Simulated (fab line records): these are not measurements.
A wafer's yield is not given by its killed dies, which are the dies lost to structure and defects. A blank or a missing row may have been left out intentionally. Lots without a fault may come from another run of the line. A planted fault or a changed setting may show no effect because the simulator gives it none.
Which of the tools did it? | flow gf180mcu | 39 wafers from 13 lots sampled at 3 of the route's 602 steps

== WHAT EACH GAUGE READ, for each wafer ==
GF_PSD_CD_MEAS_07 targets a cd of 400 nm. Usual: cd nm at 399.7 nm, with a standard deviation of 2.
lot  | measured     | on        | cd nm (nm)        | flag
L585 | day 14 15:29 | cd sem-02 | 400.0 400.1 401.2 |
L586 | day 14 23:04 | cd sem-02 | 398.3 397.9 397.3 |
L588 | day 15 11:13 | cd sem-02 | 399.3 398.6 396.9 |
L590 | day 16 04:20 | cd sem-02 | 399.9 399.6 398.9 |
L591 | day 16 13:05 | cd sem-01 | 401.4 399.5 400.2 |
L592 | day 16 22:55 | cd sem-02 | 402.6 400.6 399.9 |
L593 | day 17 09:04 | cd sem-02 | 399.9 399.8 399.5 |
L595 | day 18 01:11 | cd sem-01 | 400.3 399.5 400.5 |
L603 | day 21 03:49 | cd sem-02 | - - -             | OFF
L604 | day 21 08:44 | cd sem-02 | 398.8 396.2 398.2 |
L605 | day 21 10:17 | cd sem-02 | 397.7 399.8 401.3 |
L606 | day 21 19:52 | cd sem-02 | 403.9 402.3 403.2 |
L607 | day 22 11:44 | cd sem-01 | 400.2 399.6 400.6 |

GF_PSD_TW_MEAS_11. Usual: for PSD_TW the level is 3185 and the standard deviation is 21.
lot  | measured     | on            | PSD_TW            | flag
L585 | day 14 15:52 | film metro-04 | 3150 3147 3157    |
L586 | day 14 23:28 | film metro-01 | 3192 3174 3170    |
L588 | day 15 11:38 | film metro-02 | 3190 3193 3198    |
L590 | day 16 04:45 | film metro-02 | 3204 3220 3199    |
L591 | day 16 13:34 | film metro-02 | 3225 3219 3241    |
L592 | day 16 23:19 | film metro-02 | 3222 3219 3226    |
L593 | day 17 09:29 | film metro-01 | 3220 3211 3213    |
L595 | day 18 01:35 | film metro-04 | 3164 3158 3163    |
L603 | day 21 04:13 | film metro-02 | 30 30 30 30 30 30 | OFF
L604 | day 21 09:08 | film metro-02 | 3182 3165 3172    |
L605 | day 21 10:44 | film metro-01 | 3204 3182 3194    |
L606 | day 21 20:17 | film metro-01 | 3184 3209 3204    |
L607 | day 22 12:08 | film metro-01 | 3163 3143 3172    |

== TOOL THAT RAN EACH LOT (tool first, then ch and the chambers of the sampled wafers, then the start) ==
lot  | GF_PSD_EXPOSE_04
L585 | iline stepper-01 ch 0, day 14 04:25
L586 | iline stepper-02 ch 0, day 14 13:01
L588 | iline stepper-02 ch 0, day 15 00:19
L590 | iline stepper-02 ch 0, day 15 18:10
L591 | iline stepper-02 ch 0, day 16 01:55
L592 | iline stepper-02 ch 0, day 16 11:44
L593 | iline stepper-01 ch 0, day 16 21:46
L595 | iline stepper-01 ch 0, day 17 14:07
L603 | iline stepper-01 ch 0, day 20 16:06
L604 | iline stepper-01 ch 0, day 20 21:20
L605 | iline stepper-01 ch 0, day 20 22:49
L606 | iline stepper-02 ch 0, day 21 08:30
L607 | iline stepper-02 ch 0, day 22 00:59
- GF_PSD_EXPOSE_04: exposes mask Pplus, target cd 400 nm.

== AS READ BY THE TOOLS THEMSELVES (means over the sampled wafers that have a number; for cases with no such wafer, the mark the record gives instead) ==
The record holds no such reading with a usual standard deviation.

== THE ANSWER, worked out from the rows above alone ==
Rule: a lot counts as off when the mean over its wafers that have a number is more than 3 standard deviations away from the usual mean. A lot without any number at a reading at which 4 lots or more have one is off too. Where the step has rows for the other lots, those lots are counted as sound. After the gauges, taken in route order, come the tools' own readings; for these a lot's mean is taken, as printed above. At the first step where some lot is off, the reading lying furthest off is the one used; lots without a number count as furthest.
Off: L603 (GF_PSD_CD_MEAS_07, cd nm). Without a number there: L603.
A tool fits if, at a process step before that reading, it ran every lot that is off, and no sound lot after the first of them. The gauges at GF_PSD_CD_MEAS_07 aren't tried: what is off there is off at GF_PSD_TW_MEAS_11 too, on other tools, and a gauge's error can't cause that. Of those tried, none fits.

== WHAT HAD BEEN PUT IN BY THE SIMULATOR ==
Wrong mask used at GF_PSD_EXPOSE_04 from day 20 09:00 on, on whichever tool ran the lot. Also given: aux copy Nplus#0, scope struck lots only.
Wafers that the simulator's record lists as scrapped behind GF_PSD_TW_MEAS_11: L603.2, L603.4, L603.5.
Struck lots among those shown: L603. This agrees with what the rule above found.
